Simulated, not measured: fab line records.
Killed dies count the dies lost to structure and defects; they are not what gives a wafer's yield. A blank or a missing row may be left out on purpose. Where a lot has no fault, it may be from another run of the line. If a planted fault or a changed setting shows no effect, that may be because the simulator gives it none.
Chamber matching || flow sky130 || 4 sister chambers for SKY_VIA3_CMP_02 on cmp-01
The step polishes SiO2. 8 wafers are shown with their chamber, then 12 later ones without.

== EACH WAFER AND ITS CHAMBER ==
{"wafer": "L080.2", "chamber": 1, "motor current A (A)": 11.5, "edge zone pressure frac": 0.991}
{"wafer": "L084.2", "chamber": 3, "motor current A (A)": 14.2, "edge zone pressure frac": 1.007}
{"wafer": "L083.2", "chamber": 2, "motor current A (A)": 13.2, "edge zone pressure frac": 1.005}
{"wafer": "L083.4", "chamber": 1, "motor current A (A)": 12.4, "edge zone pressure frac": 1.002}
{"wafer": "L083.6", "chamber": 0, "motor current A (A)": 11.2, "edge zone pressure frac": 0.993}
{"wafer": "L085.1", "chamber": 0, "motor current A (A)": 11.9, "edge zone pressure frac": 0.997}
{"wafer": "L085.2", "chamber": 3, "motor current A (A)": 15.2, "edge zone pressure frac": 1.008}
{"wafer": "L085.3", "chamber": 2, "motor current A (A)": 13.3, "edge zone pressure frac": 0.995}

== WAFERS WITH NO CHAMBER GIVEN ==
{"wafer": "L092.1", "motor current A (A)": 14.4, "edge zone pressure frac": 1.001}
{"wafer": "L092.2", "motor current A (A)": 12.2, "edge zone pressure frac": 1.002}
{"wafer": "L092.5", "motor current A (A)": 13.1, "edge zone pressure frac": 1.004}
{"wafer": "L095.1", "motor current A (A)": 11.8, "edge zone pressure frac": 0.999}
{"wafer": "L095.4", "motor current A (A)": 11.8, "edge zone pressure frac": 1.002}
{"wafer": "L095.6", "motor current A (A)": 14.9, "edge zone pressure frac": 1.001}
{"wafer": "L096.1", "motor current A (A)": 12.0, "edge zone pressure frac": 1.007}
{"wafer": "L096.3", "motor current A (A)": 13.8, "edge zone pressure frac": 1.004}
{"wafer": "L096.6", "motor current A (A)": 12.3, "edge zone pressure frac": 1.004}
{"wafer": "L097.2", "motor current A (A)": 12.1, "edge zone pressure frac": 0.998}
{"wafer": "L097.4", "motor current A (A)": 12.6, "edge zone pressure frac": 1.000}
{"wafer": "L097.6", "motor current A (A)": 11.1, "edge zone pressure frac": 1.002}

== THE CHAMBER EACH PASSED THROUGH ==
{"wafer": "L092.1", "from the rows above": "can't be placed: 3 or 2", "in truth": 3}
{"wafer": "L092.2", "from the rows above": "can't be placed: 1 or 0 or 2", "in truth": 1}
{"wafer": "L092.5", "from the rows above": "can't be placed: 2 or 1", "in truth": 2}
{"wafer": "L095.1", "from the rows above": "can't be placed: 1 or 0", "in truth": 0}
{"wafer": "L095.4", "from the rows above": "can't be placed: 1 or 0 or 2", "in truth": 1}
{"wafer": "L095.6", "from the rows above": "can't be placed: 3 or 2", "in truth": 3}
{"wafer": "L096.1", "from the rows above": "can't be placed: 1 or 0 or 2", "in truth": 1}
{"wafer": "L096.3", "from the rows above": "can't be placed: 2 or 3", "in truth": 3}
{"wafer": "L096.6", "from the rows above": "can't be placed: 1 or 2 or 0", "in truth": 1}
{"wafer": "L097.2", "from the rows above": "can't be placed: 1 or 0 or 2", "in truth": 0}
{"wafer": "L097.4", "from the rows above": "can't be placed: 2 or 1 or 0", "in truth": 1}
{"wafer": "L097.6", "from the rows above": "can't be placed: 0 or 1", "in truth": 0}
Correct placement for 0 of the 12. Not placeable from these rows: 12 (in 12, the candidates include the true chamber). Number placed wrongly: 0.
How it was worked out, from the rows above alone: a wafer's distance from a chamber is the root of the sum, over the readings, of the square of ((its reading less the chamber's mean) divided by the reading's scatter). If the next closest chamber is less than 2 further off than the closest, the wafer can't be placed; otherwise it belongs to the closest. For every chamber, the mean is computed from those of its wafers that are shown. The scatter: take each reading less its chamber's mean, square it, sum over the shown wafers, divide by the number of wafers less the number of chambers, and take the root.
